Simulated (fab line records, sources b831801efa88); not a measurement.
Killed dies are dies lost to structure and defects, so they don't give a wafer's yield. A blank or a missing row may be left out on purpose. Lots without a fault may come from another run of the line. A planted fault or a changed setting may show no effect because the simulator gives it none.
fab line records | flow sky130
record lots=6 wafers=18 last_day=50
route steps=708 shown POLY_GATE@235 LDD_N@237 PAD_OPEN@708
lots that met no fault: from a run of the same line without faults
start_h: hours from the record's first day to the start of the lot's first wafer shown | wait_h: hours since the lot's step before | " the same as in the row above | L1.1+2: a row that stands for several wafers | - no value, or no start given | * or withheld: withheld | < > ~ a bound
route shown NAME@n: a module of which the file shows steps, and the number in the route of the first | usual: mean/standard deviation of fault-free wafers | same: alike in all rows | chamber/n: place in a boat | sites: the reading at each site | _std_site: their standard deviation | _edge_site: outer sites' mean less inner sites' | radius_mm: how far each site lies from the wafer's centre | mask NAME#n: copy n | behind: the tool/chamber that last shaped the wafer | hold: why the lot was held/for how many hours/how that ended | device: the transistor (n, p or np) that didn't switch | end of line: the same wafers' tests at the end of the route | a step without rows: its recipe alone | killed: dies lost to structure and defects at the first sort, not the wafer's yield | map: a wafer's dies, x killed, . not, _ none there
set.NAME: the setting as run; set.NAME@STEP: as run at that earlier step | model.NAME: the simulator's own value behind a step, which no gauge read
lots at some steps of the route; a table a step, a row a wafer
services: from which hour (start_h, from the record's first day; less than 0 if before it) a tool's chamber was out of use, for how many hours, and why
## steps
# step SKY_POLY_GATE_THK_MEAS_21
# recipe reads=SiO2_of_POLY_GATE_OXIDATION_20
# usual POLY_GATE_OXIDATION_THK=3.99/0.09
# columns lot.wafer tool chamber start_h wait_h POLY_GATE_OXIDATION_THK[nm]
L624.2 film_metro-04 - 382.98 0.0 4.09
L624.3 " - " " 4.10
L624.5 " - " " 4.07
L628.3 film_metro-02 - 422.99 0.0 4.07
L628.5 " - " " 4.16
L628.6 " - " " 4.03
L631.1 film_metro-01 - 445.59 0.0 3.90
L631.3 " - " " 3.92
L631.4 " - " " 3.92
L641.1 film_metro-04 - 534.24 0.0 4.03
L641.3 " - " " 3.99
L641.6 " - " " 4.02
L643.1 film_metro-02 - 542.40 0.0 3.91
L643.2 " - " " 3.95
L643.4 " - " " 4.01
L645.2 film_metro-04 - 559.64 0.0 4.11
L645.4 " - " " 4.00
L645.5 " - " " 4.04
# step SKY_POLY_GATE_CD_MEAS_22
# usual cd_nm=150.0/2.2
# columns lot.wafer tool chamber start_h wait_h cd_nm
L624.2 cd_sem-01 - 383.06 0.1 154.3
L624.3 " - " " 152.4
L624.5 " - " " 152.2
L628.3 cd_sem-01 - 423.08 0.1 147.7
L628.5 " - " " 146.8
L628.6 " - " " 144.9
L631.1 cd_sem-01 - 445.65 0.1 148.4
L631.3 " - " " 149.4
L631.4 " - " " 149.4
L641.1 cd_sem-02 - 534.30 0.1 153.0
L641.3 " - " " 148.9
L641.6 " - " " 152.1
L643.1 cd_sem-01 - 542.46 0.1 149.5
L643.2 " - " " 149.7
L643.4 " - " " 151.4
L645.2 cd_sem-01 - 559.72 0.1 146.0
L645.4 " - " " 147.4
L645.5 " - " " 149.2
# step SKY_LDD_N_DEHYDRATE_00
# recipe temp_c=200 time_s=60
# step SKY_LDD_N_HMDS_01
# recipe prime_time_s=60 prime_temp_c=120
# step SKY_LDD_N_COAT_02
# recipe resist=NOVOLAK spin_rpm=3000 resist_thk_nm=300
# step SKY_LDD_N_SOFTBAKE_03
# recipe temp_c=90 time_s=60 resist=NOVOLAK
# step SKY_LDD_N_EXPOSE_04
# recipe mask_id=NTM target_cd_nm=840 na=0.6 source_shape=conventional sigma_outer=0.6 dose_mj=110
# step SKY_LDD_N_PEB_05
# recipe temp_c=withheld time_s=* resist=NOVOLAK
# step SKY_LDD_N_DEVELOP_06
# recipe develop_time_s=60 dev_temp_c=23
# step SKY_LDD_N_OVL_MEAS_07
# usual LDD_N_OVL=-0.2/1.3
# columns lot.wafer tool chamber start_h wait_h LDD_N_OVL[nm]
L624.2 overlay-02 - 411.31 0.1 -1.5
L624.3 " - " " -2.6
L624.5 " - " " -0.1
L628.3 overlay-01 - 453.98 0.1 0.2
L628.5 " - " " 1.2
L628.6 " - " " 1.7
L631.1 overlay-01 - 476.12 0.1 1.5
L631.3 " - " " -0.6
L631.4 " - " " 0.5
L641.1 overlay-02 - 564.07 0.1 -3.5
L641.3 " - " " -2.1
L641.6 " - " " -1.6
L643.1 overlay-01 - 572.02 0.1 -1.2
L643.2 " - " " -0.1
L643.4 " - " " 1.3
L645.2 overlay-02 - 588.81 0.1 -2.5
L645.4 " - " " -0.4
L645.5 " - " " 0.3
# step SKY_LDD_N_IMPLANT_08
# recipe species=As energy_kev=20 dose_cm2=7.5e+13 tilt_deg=withheld rotation_deg=23
# step SKY_LDD_N_IMPLANT_09
# recipe species=As energy_kev=20 dose_cm2=7.5e+13 tilt_deg=withheld rotation_deg=113
# step SKY_LDD_N_IMPLANT_10
# recipe species=As energy_kev=20 dose_cm2=7.5e+13 tilt_deg=withheld rotation_deg=203
# usual dose_ions_cm2=7.5e+13/8.1e+10 faraday_current_uA=423/8.6
# columns lot.wafer tool chamber start_h wait_h dose_ions_cm2 faraday_current_uA
L624.2 implanter-04 0 411.66 0.1 7.497e+13 422
L624.3 " 0 " " 7.492e+13 423
L624.5 " 0 " " 7.507e+13 407
L628.3 implanter-01 0 454.35 0.1 6.765e+13 368
L628.5 " 0 " " 6.753e+13 373
L628.6 " 0 " " 6.757e+13 384
L631.1 implanter-01 0 476.45 0.1 6.769e+13 389
L631.3 " 0 " " 6.779e+13 382
L631.4 " 0 " " 6.772e+13 377
L641.1 implanter-01 0 564.40 0.1 7.482e+13 420
L641.3 " 0 " " 7.49e+13 421
L641.6 " 0 " " 7.49e+13 418
L643.1 implanter-01 0 572.35 0.1 7.495e+13 413
L643.2 " 0 " " 7.494e+13 420
L643.4 " 0 " " 7.504e+13 431
L645.2 implanter-03 0 589.16 0.1 7.506e+13 432
L645.4 " 0 " " 7.512e+13 420
L645.5 " 0 " " 7.488e+13 427
# step SKY_LDD_N_IMPLANT_11
# recipe species=As energy_kev=20 dose_cm2=7.5e+13 tilt_deg=withheld rotation_deg=293
# step SKY_PAD_OPEN_PROBE_99
# columns lot.wafer tool chamber start_h wait_h model.etest.tip_n.rs_ohm_sq
L624.3 prober-02 - 1085.84 0.2 446.1
L628.3 prober-02 - 1111.00 0.2 455.2
L628.6 prober-02 - 1111.15 0.2 452.3
L631.1+3 prober-01 - 1129.97 0.1 444.8
L631.4 prober-01 - 1130.12 0.2 443.4
L641.1 prober-01 - 1187.27 0.1 444.8
L641.3 prober-01 - 1187.37 0.2 442.6
L643.1 prober-01 - 1189.03 0.1 437.8
L643.2 prober-01 - 1189.08 0.1 439.8
L643.4 prober-01 - 1189.18 0.2 438.5
L645.2 prober-01 - 1197.24 0.1 445.7
L645.4 prober-01 - 1197.34 0.2 447.8
L645.5 prober-01 - 1197.39 0.2 445.8
# killed by level:class
L624.3 VIA1:geometric_particle:open=12 CONTACT:geometric_particle:open=8 LI_CONTACT:geometric_particle:open=7 FIELD_ISO:geometric_particle:short=6 METAL1:geometric_particle:short=6 POLY_GATE:geometric_particle:short=6 VIA3:geometric_particle:open=6 FIELD_ISO:geometric_particle:open=5
L631.1 VIA1:geometric_particle:open=13 METAL2:geometric_particle:short=9 VIA2:geometric_particle:open=7 CONTACT:geometric_particle:open=6 VIA3:geometric_particle:open=6 LOCAL_INTERCONNECT:geometric_particle:short=5 METAL4:geometric_particle:short=5 FIELD_ISO:geometric_particle:open=4
L631.3 VIA1:geometric_particle:open=13 VIA3:geometric_particle:open=9 FIELD_ISO:geometric_particle:short=6 POLY_GATE:geometric_particle:short=6 LI_CONTACT:geometric_particle:open=6 CONTACT:geometric_particle:open=6 VIA2:geometric_particle:short=6 FIELD_ISO:geometric_particle:open=5
L631.4 VIA1:geometric_particle:open=11 VIA2:geometric_particle:open=11 METAL2:geometric_particle:short=9 VIA3:geometric_particle:open=9 LI_CONTACT:geometric_particle:open=8 CONTACT:geometric_particle:short=6 FIELD_ISO:geometric_particle:short=5 LI_CONTACT:geometric_particle:short=5
L641.1 VIA2:geometric_particle:open=12 METAL1:geometric_particle:short=9 LI_CONTACT:geometric_particle:open=7 VIA1:geometric_particle:short=6 VIA3:geometric_particle:open=6 VIA2:geometric_particle:short=5 METAL2:geometric_particle:short=5 VIA1:geometric_particle:open=4
L641.3 VIA2:geometric_particle:open=13 CONTACT:geometric_particle:short=10 CONTACT:geometric_particle:open=10 VIA1:geometric_particle:open=9 METAL1:geometric_particle:short=8 LOCAL_INTERCONNECT:geometric_particle:short=8 POLY_GATE:geometric_particle:open=5 LI_CONTACT:geometric_particle:short=5
L643.1 VIA1:geometric_particle:open=11 CONTACT:geometric_particle:open=8 LI_CONTACT:geometric_particle:open=6 VIA1:geometric_particle:short=6 VIA3:geometric_particle:open=6 FIELD_ISO:geometric_particle:short=5 METAL2:geometric_particle:short=5 POLY_GATE:geometric_particle:open=4
L643.2 VIA1:geometric_particle:open=12 CONTACT:geometric_particle:open=7 LI_CONTACT:geometric_particle:open=6 VIA1:geometric_particle:short=6 METAL3:geometric_particle:short=6 FIELD_ISO:geometric_particle:short=5 FIELD_ISO:geometric_particle:open=5 POLY_GATE:geometric_particle:open=5
L643.4 VIA1:geometric_particle:open=11 VIA2:geometric_particle:open=10 METAL2:geometric_particle:short=9 CONTACT:geometric_particle:open=7 METAL1:geometric_particle:short=5 VIA2:geometric_particle:short=5 FIELD_ISO:geometric_particle:short=4 LI_CONTACT:geometric_particle:open=4
L645.2 CONTACT:geometric_particle:open=13 VIA3:geometric_particle:open=11 VIA1:geometric_particle:open=9 METAL2:geometric_particle:short=7 METAL1:geometric_particle:short=7 LI_CONTACT:geometric_particle:open=5 VIA2:geometric_particle:open=5 VIA3:geometric_particle:short=5
L645.4 VIA1:geometric_particle:open=15 CONTACT:geometric_particle:short=9 FIELD_ISO:geometric_particle:short=8 VIA3:geometric_particle:open=8 METAL1:geometric_particle:short=7 VIA2:geometric_particle:open=6 METAL2:geometric_particle:short=5 LI_CONTACT:geometric_particle:open=4
L645.5 CONTACT:geometric_particle:open=13 FIELD_ISO:geometric_particle:open=7 VIA1:geometric_particle:open=7 METAL1:geometric_particle:short=7 LI_CONTACT:geometric_particle:open=7 LOCAL_INTERCONNECT:geometric_particle:short=5 POLY_GATE:geometric_particle:short=4 METAL2:geometric_particle:short=4
## services
# columns tool chamber start_h hours kind
implanter-03 - 408.45 14.1 pm
implanter-01 - 410.30 12.7 repair
implanter-03 - 450.43 6.2 pm
implanter-04 - 486.03 4.5 repair
implanter-03 - 514.47 2.1 repair
implanter-03 - 516.10 4.0 repair
implanter-03 - 557.72 2.2 repair
implanter-01 - 573.25 3.6 pm
implanter-03 - 575.96 3.6 repair
## key
first_sign step=SKY_LDD_N_IMPLANT_10 reading=dose_ions_cm2 direction=down sigmas=91 usual=* struck=*
effect step=SKY_LDD_N_IMPLANT_10 reading=faraday_current_uA direction=down sigmas=5.1 usual=423 struck=379
model_effect step=SKY_PAD_OPEN_PROBE_99 value=etest.tip_n.rs_ohm_sq without=441.4 struck=448.1
met_at SKY_LDD_N_IMPLANT_10
struck_wafers L628.3,L628.5,L628.6,L631.1,L631.3,L631.4
sort_left_out L628.3,L628.5,L628.6
tester_left_out L628,L631
fault kind=process_parameter_drift tool=implanter-01 chamber=- onset_h=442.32 steps=SKY_LDD_N_IMPLANT_10 channel=dose_cm2 offset=* shape=step end_h=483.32 acts_in=* stated=*
# tester_left_out: of these lots the tester's yield and bins aren't shown, on N5 and GAA mostly nor the transistor test; their killed dies are dies lost to structure and defects alone, not to doping, threshold or leakage, so they don't give the yield
# sort_left_out: the simulated sort isn't trusted on such a fault, so these wafers' sort isn't shown, and their yield isn't known
